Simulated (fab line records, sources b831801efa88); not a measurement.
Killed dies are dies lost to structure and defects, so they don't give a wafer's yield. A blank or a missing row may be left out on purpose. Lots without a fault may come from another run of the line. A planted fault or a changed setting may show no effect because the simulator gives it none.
Which tool did it? | flow sky130 | 13 lots, 39 wafers sampled, at 4 steps of a route of 708

WHAT THE GAUGES READ, wafer by wafer
SKY_FIELD_ISO_CD_MEAS_13: target cd 150 nm. Usual: cd_nm 150.0 nm, standard deviation 1.5.
lot  | measured    | on        | cd_nm (nm)        | flag
L922 | day 2 06:09 | cd_sem-01 | 151.1 152.6 151.9 |
L923 | day 2 14:49 | cd_sem-01 | 148.9 149.2 148.3 |
L924 | day 2 17:16 | cd_sem-02 | 150.3 149.2 148.9 |
L925 | day 2 21:53 | cd_sem-01 | 151.2 149.0 149.7 |
L926 | day 3 05:14 | cd_sem-02 | 147.8 146.8 146.1 |
L928 | day 3 13:15 | cd_sem-01 | 149.7 148.8 152.4 |
L929 | day 3 21:39 | cd_sem-02 | 150.2 151.2 149.7 |
L930 | day 4 01:20 | cd_sem-02 | 149.1 147.2 149.7 |
L931 | day 4 07:20 | cd_sem-02 | 151.4 151.6 151.2 |
L932 | day 4 10:05 | cd_sem-01 | 146.7 148.0 148.3 |
L940 | day 6 03:33 | cd_sem-01 | 150.0 150.2 149.7 |
L942 | day 6 13:01 | cd_sem-01 | 152.0 151.4 151.8 |
L944 | day 7 03:08 | cd_sem-01 | 149.3 150.6 149.5 |

SKY_PWDE_OVL_MEAS_07. Usual: PWDE_OVL -0.4 nm, standard deviation 1.3.
lot  | measured    | on         | PWDE_OVL (nm)  | flag
L922 | day 3 21:27 | overlay-01 | 0.2 0.8 -0.2   |
L923 | day 4 04:39 | overlay-01 | 0.0 0.0 0.3    |
L924 | day 4 07:59 | overlay-01 | -1.8 -0.5 -1.0 |
L925 | day 4 13:41 | overlay-01 | -0.7 0.1 0.0   |
L926 | day 4 23:20 | overlay-01 | -3.2 -2.0 -1.4 |
L928 | day 5 06:04 | overlay-01 | -0.2 0.9 -0.6  |
L929 | day 5 14:11 | overlay-02 | 0.1 -0.8 0.2   |
L930 | day 5 20:50 | overlay-02 | 0.1 -0.3 -1.1  |
L931 | day 6 05:08 | overlay-02 | 0.8 2.5 1.2    |
L932 | day 6 06:08 | overlay-01 | -1.4 0.9 0.6   |
L940 | day 8 09:29 | overlay-02 | -2.2 -1.1 -0.1 |
L942 | day 9 08:17 | overlay-02 | -2.5 -1.9 -1.3 |
L944 | day 9 18:42 | overlay-01 | -0.5 -0.4 -0.4 |

WHICH TOOL RAN EACH LOT (tool, then ch and the chambers of the sampled wafers, then the start)
lot  | SKY_FIELD_ISO_ETCH_17           | SKY_FIELD_ISO_WET_ETCH_30
L922 | rie_si-02 ch 0,2, day 2 06:28   | wet_bench-04 ch 1, day 2 11:40
L923 | rie_si-02 ch 0,3, day 2 15:08   | wet_bench-01 ch 1, day 2 19:11
L924 | rie_si-01 ch 0,1,2, day 2 17:35 | wet_bench-01 ch 3, day 2 22:02
L925 | rie_si-02 ch 0,1,3, day 2 22:11 | wet_bench-04 ch 3, day 3 03:24
L926 | rie_si-01 ch 1,2,3, day 3 05:32 | wet_bench-04 ch 2, day 3 10:47
L928 | rie_si-02 ch 0,1, day 3 13:32   | wet_bench-03 ch 2, day 3 19:13
L929 | rie_si-01 ch 0,1, day 3 21:57   | wet_bench-03 ch 2, day 4 02:35
L930 | rie_si-01 ch 0,1, day 4 01:38   | wet_bench-03 ch 2, day 4 06:56
L931 | rie_si-01 ch 0,2,3, day 4 07:37 | wet_bench-04 ch 2, day 4 13:37
L932 | rie_si-02 ch 0,1,3, day 4 10:24 | wet_bench-03 ch 1, day 4 16:02
L940 | rie_si-01 ch 0,2, day 6 03:52   | wet_bench-03 ch 1, day 6 16:47
L942 | rie_si-02 ch 0,1, day 6 13:22   | wet_bench-01 ch 2, day 7 03:53
L944 | rie_si-02 ch 2,3, day 7 03:27   | wet_bench-03 ch 2, day 7 18:05
- SKY_FIELD_ISO_ETCH_17: etches Si in HBr/Cl2/O2, target depth 342 nm, time 97.7 s.
- SKY_FIELD_ISO_WET_ETCH_30: etches SiO2 in dHF, target depth 25 nm, time 50 s.

WHAT THE TOOLS THEMSELVES READ (means of the sampled wafers that have a number; where no wafer has one, the mark that the record gives instead)
SKY_FIELD_ISO_ETCH_17. Usual: HBr_flow_sccm 150.0 sccm, standard deviation 0.46; chamber_pressure_mTorr 15.000 mTorr, standard deviation 0.013; drypump_motor_current_A 6.2 A, standard deviation 0.49; oes_product_au 1.009 a.u., standard deviation 0.012; run_length_s 126.44 s, standard deviation 0.3; throttle_valve_pct 25.649 %, standard deviation 0.011.
lot  | tool      | HBr_flow_sccm (sccm) | chamber_pressure_mTorr (mTorr) | drypump_motor_current_A (A) | oes_product_au (a.u.) | run_length_s (s) | throttle_valve_pct (%) | flag
L922 | rie_si-02 | 150.0                | 14.980                         | 6.1                         | 0.995                 | 126.41           | 25.660                 |
L923 | rie_si-02 | 150.5                | 15.012                         | 6.5                         | 1.007                 | 126.34           | 25.656                 |
L924 | rie_si-01 | 150.1                | 15.005                         | 6.1                         | 1.006                 | 126.55           | 25.649                 |
L925 | rie_si-02 | 150.3                | 14.995                         | 6.3                         | 1.004                 | 126.36           | 25.651                 |
L926 | rie_si-01 | 149.9                | 15.000                         | 5.9                         | 1.022                 | 126.62           | 25.652                 |
L928 | rie_si-02 | 150.3                | 15.004                         | 6.2                         | 1.013                 | 126.41           | 25.655                 |
L929 | rie_si-01 | 149.8                | 15.004                         | 6.6                         | 1.014                 | 126.52           | 25.647                 |
L930 | rie_si-01 | 150.7                | 15.016                         | 6.5                         | 1.012                 | 126.71           | 25.643                 |
L931 | rie_si-01 | 149.9                | 14.990                         | 5.9                         | 1.011                 | 126.36           | 25.654                 |
L932 | rie_si-02 | 150.0                | 15.002                         | 6.3                         | 1.010                 | 126.47           | 25.641                 |
L940 | rie_si-01 | 150.5                | 14.993                         | 6.1                         | 1.009                 | 126.55           | 25.641                 |
L942 | rie_si-02 | 150.2                | 15.003                         | 6.0                         | 1.013                 | 126.23           | 25.637                 |
L944 | rie_si-02 | 150.3                | 14.995                         | 6.4                         | 1.005                 | 126.46           | 25.658                 |

SKY_FIELD_ISO_WET_ETCH_30. Usual: run_length_s 76.8 s, standard deviation 2.2.
lot  | tool         | run_length_s (s) | flag
L922 | wet_bench-04 | 74.8             |
L923 | wet_bench-01 | 76.5             |
L924 | wet_bench-01 | 74.8             |
L925 | wet_bench-04 | 76.0             |
L926 | wet_bench-04 | 76.0             |
L928 | wet_bench-03 | 75.7             |
L929 | wet_bench-03 | 77.5             |
L930 | wet_bench-03 | 82.3             |
L931 | wet_bench-04 | 75.9             |
L932 | wet_bench-03 | 81.3             |
L940 | wet_bench-03 | 74.3             |
L942 | wet_bench-01 | 32.8             | OFF
L944 | wet_bench-03 | 82.6             |

THE ANSWER, worked out from the rows above alone
Rule: a lot is off if the mean of its wafers that have a number lies more than 3 standard deviations from the usual mean. A lot without any number at a reading at which 4 lots or more have one is off too. The other lots that the step has rows for count as sound. The gauges are gone through in route order, then the tools' own readings, and for those a lot's mean is taken as printed above. The first step at which some lot is off is used, and at that step the reading that is off furthest; a lot without a number counts as furthest.
Off: L942, at SKY_FIELD_ISO_WET_ETCH_30 (run_length_s).
A tool fits if, at that step or a process step before it, it ran every lot that is off, and no sound lot after the first of them. One fits: wet_bench-01 at SKY_FIELD_ISO_WET_ETCH_30. Its last sound lot is L924 (day 2 22:02), its first lot that is off L942 (day 7 03:53): a fault that began between those two fits.
The tool's own readings at SKY_FIELD_ISO_WET_ETCH_30 bear it out: on the lots that are off they differ by more than 5 times the standard deviation of the sound lots' means. run_length_s reads 32.8 s there against 77.3 s on the sound lots.

WHAT THE SIMULATOR HAD PUT IN
Process parameter drift: wet_bench-01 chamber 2, from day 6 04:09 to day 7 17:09, at SKY_FIELD_ISO_WET_ETCH_30. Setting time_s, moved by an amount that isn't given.
Lots struck among those shown: L942. The rule above found the same.
